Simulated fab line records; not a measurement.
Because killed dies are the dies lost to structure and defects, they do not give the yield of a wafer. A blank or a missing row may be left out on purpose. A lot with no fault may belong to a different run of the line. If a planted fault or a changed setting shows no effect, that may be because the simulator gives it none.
Matching of chambers || flow gf180mcu || 3 sister chambers for GF_SAB_CVD_00 on pecvd-04
The step deposits SiO2 from TEOS, target thk 50 nm, time 4.9302 s. 16 wafers are shown with their chamber, then 8 later ones without.

## EACH WAFER AND ITS CHAMBER
{"wafer": "L955.4", "chamber": 2, "heater-power-w (W)": 469}
{"wafer": "L955.5", "chamber": 0, "heater-power-w (W)": 635}
{"wafer": "L955.6", "chamber": 1, "heater-power-w (W)": 588}
{"wafer": "L956.4", "chamber": 2, "heater-power-w (W)": 496}
{"wafer": "L956.5", "chamber": 1, "heater-power-w (W)": 592}
{"wafer": "L956.6", "chamber": 0, "heater-power-w (W)": 618}
{"wafer": "L962.1", "chamber": 0, "heater-power-w (W)": 604}
{"wafer": "L962.3", "chamber": 1, "heater-power-w (W)": 596}
{"wafer": "L962.4", "chamber": 1, "heater-power-w (W)": 614}
{"wafer": "L963.1", "chamber": 0, "heater-power-w (W)": 630}
{"wafer": "L963.4", "chamber": 2, "heater-power-w (W)": 587}
{"wafer": "L963.5", "chamber": 0, "heater-power-w (W)": 626}
{"wafer": "L964.2", "chamber": 2, "heater-power-w (W)": 558}
{"wafer": "L964.3", "chamber": 1, "heater-power-w (W)": 566}
{"wafer": "L964.4", "chamber": 0, "heater-power-w (W)": 690}
{"wafer": "L972.1", "chamber": 1, "heater-power-w (W)": 615}

SIGNATURES, as means of the wafers listed above
{"reading": "heater-power-w", "chamber 0": 633.83, "chamber 1": 595.17, "chamber 2": 527.50, "scatter within a chamber": 33.9}
Rule: for each reading, subtract the chamber's mean from the wafer's reading, divide by that reading's scatter and square the result; add these up over the readings and take the root, which gives the wafer's distance from the chamber. If the next closest chamber is less than 2 further off than the closest, the wafer can't be placed; otherwise it belongs to the closest. The scatter: the root of (the sum of the squares of (reading less its chamber's mean) over the shown wafers, divided by (wafers less chambers)).

## WAFERS MISSING THEIR CHAMBER
{"wafer": "L972.5", "heater-power-w (W)": 592}
{"wafer": "L972.6", "heater-power-w (W)": 690}
{"wafer": "L973.1", "heater-power-w (W)": 734}
{"wafer": "L973.3", "heater-power-w (W)": 611}
{"wafer": "L973.4", "heater-power-w (W)": 609}
{"wafer": "L976.2", "heater-power-w (W)": 491}
{"wafer": "L976.3", "heater-power-w (W)": 536}
{"wafer": "L976.4", "heater-power-w (W)": 472}

## WHICH CHAMBER EACH ONE RAN IN
{"wafer": "L972.5", "from the rows above": "can't be placed: 1 or 0 or 2", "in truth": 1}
{"wafer": "L972.6", "from the rows above": "can't be placed: 0 or 1", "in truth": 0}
{"wafer": "L973.1", "from the rows above": "can't be placed: 0 or 1", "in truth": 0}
{"wafer": "L973.3", "from the rows above": "can't be placed: 1 or 0 or 2", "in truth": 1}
{"wafer": "L973.4", "from the rows above": "can't be placed: 1 or 0 or 2", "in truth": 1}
{"wafer": "L976.2", "from the rows above": "can't be placed: 2 or 1", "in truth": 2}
{"wafer": "L976.3", "from the rows above": "can't be placed: 2 or 1", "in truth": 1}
{"wafer": "L976.4", "from the rows above": "can't be placed: 2 or 1", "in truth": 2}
Placed correctly: 0 of 8. From these rows, 8 cannot be placed; in 8 the true chamber is one of the candidates. 0 placed wrongly.
